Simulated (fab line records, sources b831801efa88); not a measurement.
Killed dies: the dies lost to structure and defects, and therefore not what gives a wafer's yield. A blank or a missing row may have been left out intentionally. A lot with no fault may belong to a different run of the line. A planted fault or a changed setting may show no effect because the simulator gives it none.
Which tool is to blame? ; flow sky130 ; 11 lots, 33 wafers sampled, at 2 steps of a route of 708

== WHAT EACH GAUGE READ, for each wafer ==
SKY_VT_ADJUST_HVTP_CD_MEAS_07 targets a cd of 380 nm.
lot;measured;on;cdNm (nm)
L968;day 6 20:34;cdSem-02;376 379 381
L970;day 7 10:59;cdSem-02;380 380 379
L972;day 8 01:05;cdSem-01;376 375 374
L973;day 8 06:17;cdSem-01;- - -
L982;day 10 12:26;cdSem-01;379 379 375
L983;day 10 18:19;cdSem-01;379 378 375
L984;day 11 01:34;cdSem-01;386 384 383
L985;day 11 07:16;cdSem-01;376 372 375
L986;day 11 16:49;cdSem-01;383 381 381
L987;day 12 03:53;cdSem-02;382 381 381
L988;day 12 11:48;cdSem-02;384 383 386

== WHICH TOOL RAN EACH LOT (tool, then ch and the chambers of the sampled wafers, then the start) ==
lot;SKY_VT_ADJUST_HVTP_EXPOSE_04
L968;ilineStepper-01 ch 0, day 6 11:54
L970;ilineStepper-02 ch 0, day 7 01:05
L972;ilineStepper-01 ch 0, day 7 15:49
L973;ilineStepper-02 ch 0, day 7 19:55
L982;ilineStepper-01 ch 0, day 10 00:55
L983;ilineStepper-02 ch 0, day 10 07:37
L984;ilineStepper-01 ch 0, day 10 13:47
L985;ilineStepper-01 ch 0, day 10 20:05
L986;ilineStepper-02 ch 0, day 11 05:28
L987;ilineStepper-01 ch 0, day 11 16:19
L988;ilineStepper-02 ch 0, day 12 00:35
- SKY_VT_ADJUST_HVTP_EXPOSE_04: exposes mask HVTPM, target cd 380 nm.

== THE ANSWER, worked out from the rows above alone ==
Rule: what is usual is taken from the lots themselves. The widest of any qualifying gaps counts: lots, ordered by their means at a reading, are off when they make up no more than a third of the lots, leave a main group of 4 or more, and stand apart from it by 3 or more times the standard deviation of that group's means. The tables above print the reading to a certain number of digits; a main group whose means all agree to those digits is not used. A lot without any number at a reading at which 4 lots or more have one is off too. Any other lot the step has rows for is counted as sound.
Off at SKY_VT_ADJUST_HVTP_CD_MEAS_07 (cdNm): L973. Without a number there: L973. The main group has a mean of 379 nm with a standard deviation of 3.3.
A tool fits if, at a process step before that reading, it ran every lot that is off, and no sound lot after the first of them. Gauges at SKY_VT_ADJUST_HVTP_CD_MEAS_07: tried the same way as those tools. None of those tried fits.

== WHAT THE SIMULATOR HAD PUT IN ==
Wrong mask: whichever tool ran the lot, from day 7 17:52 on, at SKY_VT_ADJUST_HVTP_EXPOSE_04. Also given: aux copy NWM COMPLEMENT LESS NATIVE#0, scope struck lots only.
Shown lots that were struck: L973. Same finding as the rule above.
